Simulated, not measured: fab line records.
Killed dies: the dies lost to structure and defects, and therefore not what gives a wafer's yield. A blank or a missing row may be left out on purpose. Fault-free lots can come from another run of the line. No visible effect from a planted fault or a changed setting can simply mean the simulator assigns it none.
2 desks looking at one fault + flow sky130 + what lay behind the numbers comes last; until then each desk has only its own

THE METROLOGY DESK
What the gauges read, lot by lot, whatever tool the lot ran on: means of the sampled wafers that have a number. If a lot's mean is further than 4 standard deviations from the usual mean, the lot is out of limits and carries the mark OUT (the distance appears in the brackets).
Columns: A = VT_ADJUST_PCH_OVL at SKY_VT_ADJUST_PCH_OVL_MEAS_07, usual 0.1 nm; B = SONOS_ONO_CVD_02_THK at SKY_SONOS_ONO_THK_MEAS_03, usual 10.49 nm; C = POLY_GATE_CVD_00_THK at SKY_POLY_GATE_THK_MEAS_01, usual 181.1 nm; D = LDD_N_TW at SKY_LDD_N_TW_MEAS_17, usual 2595
| lot  | first seen here | A    | B     | C                | D    |
|------|-----------------|------|-------|------------------|------|
| L197 | day 11 09:56    | -0.0 | 10.27 | 182.0            | 2604 |
| L198 | day 11 15:05    | 0.0  | 10.64 | 182.6            | 2579 |
| L199 | day 11 23:39    | -0.7 | 10.58 | 181.5            | 2601 |
| L201 | day 12 18:12    | -0.3 | 10.72 | 180.0            | 2584 |
| L202 | day 12 23:35    | 2.6  | 10.37 | 181.9            | 2623 |
| L204 | day 13 14:28    | -1.3 | 10.40 | 166.3 (-9.9) OUT | 2613 |
| L212 | day 16 05:26    | -0.3 | 10.51 | 180.4            | 2615 |
| L213 | day 16 12:03    | 0.0  | 10.54 | 182.4            | 2620 |
| L214 | day 16 19:14    | -0.4 | 10.39 | 178.9            | 2586 |
| L215 | day 17 07:40    | -1.1 | 10.45 | 181.6            | 2571 |
| L216 | day 17 16:56    | 1.1  | 10.37 | 183.0            | 2569 |
| L217 | day 17 20:10    | 0.8  | 10.49 | 183.1            | 2573 |
This desk's result: L204 out of limits, first on L204 (POLY_GATE_CVD_00_THK at SKY_POLY_GATE_THK_MEAS_01), day 17 16:40. L197, L198, L199, L201, L202, L212, L213, L214, L215, L216, L217 stayed within limits.

TOOL OWNER'S DESK, lpcvd-01
The tool's own readings at SKY_POLY_GATE_CVD_00 (deposits poly-Si, target thk 180 nm, time 720 s): means of the sampled wafers that have a number, for each lot that ran on this tool. If a lot's mean is further than 4 standard deviations from the usual mean, the lot is out of limits and carries the mark OUT (the distance appears in the brackets).
Columns: A = zone power bottom pct at SKY_POLY_GATE_CVD_00, usual 13.2 %
| lot  | first seen here | A    |
|------|-----------------|------|
| L197 | day 14 23:14    | 12.8 |
| L198 | day 15 04:52    | 12.7 |
| L199 | day 15 18:08    | 13.5 |
| L201 | day 16 10:55    | 12.9 |
| L202 | day 16 17:36    | 12.7 |
| L204 | day 17 15:27    | 13.0 |
| L212 | day 20 11:26    | 13.5 |
| L213 | day 20 17:58    | 12.9 |
| L214 | day 21 23:31    | 13.5 |
| L216 | day 22 00:43    | 13.5 |
| L215 | day 22 01:58    | 13.6 |
| L217 | day 22 08:23    | 13.5 |
This desk's finding: nothing out of limits on any of the 12 lots.

BROUGHT TOGETHER
An alarm was possible from the metrology desk at day 17 16:40, on L204.
The tool owner's desk saw nothing out of limits.
The tool owner's desk has L204 on record, within its limits.
The lots listed all ran SKY_POLY_GATE_CVD_00 on lpcvd-01.

WHAT THE SIMULATOR PUT IN
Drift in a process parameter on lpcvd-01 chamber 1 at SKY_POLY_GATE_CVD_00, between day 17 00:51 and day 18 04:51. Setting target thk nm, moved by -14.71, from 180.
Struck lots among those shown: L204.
Delay in hours, fault start to first out-of-limits reading, per desk: metrology desk 16.
